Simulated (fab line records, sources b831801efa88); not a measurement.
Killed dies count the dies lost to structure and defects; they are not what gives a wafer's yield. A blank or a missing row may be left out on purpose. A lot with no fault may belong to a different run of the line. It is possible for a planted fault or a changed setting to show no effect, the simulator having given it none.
Which tool is to blame?    flow sky130    39 wafers from 13 lots sampled at 4 of the route's 708 steps

## WHAT THE GAUGES READ, wafer by wafer
SKY_SONOS_ONO_THK_MEAS_05.
lot   measured      on             SONOS_ONO_CVD_04_THK (nm)
L941  day 11 19:27  film_metro-03  5.71 5.67 5.72
L942  day 12 03:40  film_metro-01  5.64 5.70 5.73
L943  day 12 16:33  film_metro-01  5.53 5.58 5.49
L944  day 12 22:49  film_metro-01  5.67 5.74 5.71
L945  day 13 03:14  film_metro-04  5.93 5.89 6.05
L946  day 13 09:34  film_metro-01  5.69 5.73 5.68
L947  day 13 19:23  film_metro-04  5.69 5.76 5.73
L948  day 14 10:11  film_metro-03  5.76 5.68 5.57
L949  day 14 10:11  film_metro-04  6.00 6.07 5.90
L952  day 15 18:28  film_metro-04  5.86 5.83 5.83
L957  day 17 09:19  film_metro-01  11.05 11.03 11.01
L958  day 17 09:19  film_metro-04  10.77 10.80 10.83
L959  day 17 18:56  film_metro-01  10.51 10.63 10.56

SKY_SD_N_TW_MEAS_12.
lot   measured      on             SD_N_TW
L941  day 28 07:22  film_metro-03  3988 3970 3985
L942  day 28 10:26  film_metro-03  3965 3983 3967
L943  day 29 00:43  film_metro-03  3973 3954 3956
L944  day 29 10:35  film_metro-03  3957 3953 3963
L945  day 29 15:42  film_metro-03  3965 3955 3987
L946  day 29 18:56  film_metro-02  3995 3985 3993
L947  day 30 03:29  film_metro-03  3953 3962 3955
L948  day 30 22:46  film_metro-03  3952 3961 3966
L949  day 30 23:45  film_metro-02  4023 4014 4036
L952  day 32 02:55  film_metro-02  3996 3990 3960
L957  day 33 18:13  film_metro-02  3983 3980 3959
L958  day 33 18:07  film_metro-02  3994 3980 4019
L959  day 34 03:16  film_metro-02  3987 3956 4000

SKY_LI_CONTACT_CD_MEAS_12: the cd target is 170 nm.
lot   measured      on         cd_nm (nm)
L941  day 29 12:32  cd_sem-02  171.0 169.9 170.9
L942  day 29 15:58  cd_sem-02  172.7 171.2 170.3
L943  day 30 05:36  cd_sem-02  168.6 169.1 169.5
L944  day 30 15:02  cd_sem-01  169.3 169.2 169.8
L945  day 30 20:36  cd_sem-01  166.9 168.0 166.9
L946  day 30 23:44  cd_sem-02  169.4 168.9 169.9
L947  day 31 08:52  cd_sem-02  170.7 170.3 170.3
L948  day 32 03:47  cd_sem-01  170.2 170.5 169.7
L949  day 32 04:20  cd_sem-02  172.7 172.4 171.8
L952  day 33 06:40  cd_sem-01  169.9 170.2 171.4
L957  day 34 21:56  cd_sem-01  174.2 173.4 174.6
L958  day 34 21:35  cd_sem-02  171.5 170.0 169.6
L959  day 35 06:02  cd_sem-02  169.3 169.3 169.3

## WHICH TOOL RAN EACH LOT (tool, then ch and the chambers of the sampled wafers, then the start)
lot   SKY_SONOS_ONO_CVD_04
L941  lpcvd-03 ch 1, day 11 18:12
L942  lpcvd-03 ch 1, day 12 02:25
L943  lpcvd-03 ch 1, day 12 15:16
L944  lpcvd-03 ch 0, day 12 21:34
L945  lpcvd-03 ch 1, day 13 01:57
L946  lpcvd-03 ch 1, day 13 08:19
L947  lpcvd-03 ch 0, day 13 18:07
L948  lpcvd-03 ch 0, day 14 08:56
L949  lpcvd-03 ch 0, day 14 08:56
L952  lpcvd-03 ch 1, day 15 17:11
L957  lpcvd-03 ch 0, day 17 08:04
L958  lpcvd-03 ch 0, day 17 08:04
L959  lpcvd-03 ch 0, day 17 17:41
- SKY_SONOS_ONO_CVD_04: deposits SiO2 from SiH4/N2O, target thk 5.7199 nm.

## AS READ BY THE TOOLS THEMSELVES (means over the sampled wafers that have a number; for cases with no such wafer, the mark the record gives instead)
SKY_SONOS_ONO_CVD_04.
lot   tool      zone_power_lower_pct (%)
L941  lpcvd-03  19.9
L942  lpcvd-03  20.1
L943  lpcvd-03  20.2
L944  lpcvd-03  17.8
L945  lpcvd-03  19.8
L946  lpcvd-03  19.9
L947  lpcvd-03  17.9
L948  lpcvd-03  17.9
L949  lpcvd-03  17.6
L952  lpcvd-03  19.9
L957  lpcvd-03  17.8
L958  lpcvd-03  18.0
L959  lpcvd-03  17.9

## THE ANSWER, worked out from the rows above alone
Rule: the lots themselves supply what counts as usual. The widest of any qualifying gaps counts: lots, ordered by their means at a reading, are off when they make up no more than a third of the lots, leave a main group of 4 or more, and stand apart from it by 3 or more times the standard deviation of that group's means. Not used: any main group whose means are identical at the precision the tables above print for the reading. A lot without any number at a reading at which 4 lots or more have one is off too. Where the step has rows for the other lots, those lots are counted as sound. The gauges are gone through in route order, then the tools' own readings, and for those a lot's mean is taken as printed above. At the first step where some lot is off, the reading lying furthest off is the one used; lots without a number count as furthest.
Off: L957, L958, L959, seen at SKY_SONOS_ONO_THK_MEAS_05 (SONOS_ONO_CVD_04_THK). The main group: mean 5.75 nm, standard deviation 0.13.
If a tool, at a process step before that reading, ran all the lots that are off and no sound lot after the first of them, it fits. Gauges at SKY_SONOS_ONO_THK_MEAS_05: tried the same way as those tools. One candidate fits, namely lpcvd-03 at SKY_SONOS_ONO_CVD_04. A fault onset in the window from L952 (day 15 17:11, its last sound lot) to L957 (day 17 08:04, its first lot off) fits.

## WHAT THE SIMULATOR HAD PUT IN
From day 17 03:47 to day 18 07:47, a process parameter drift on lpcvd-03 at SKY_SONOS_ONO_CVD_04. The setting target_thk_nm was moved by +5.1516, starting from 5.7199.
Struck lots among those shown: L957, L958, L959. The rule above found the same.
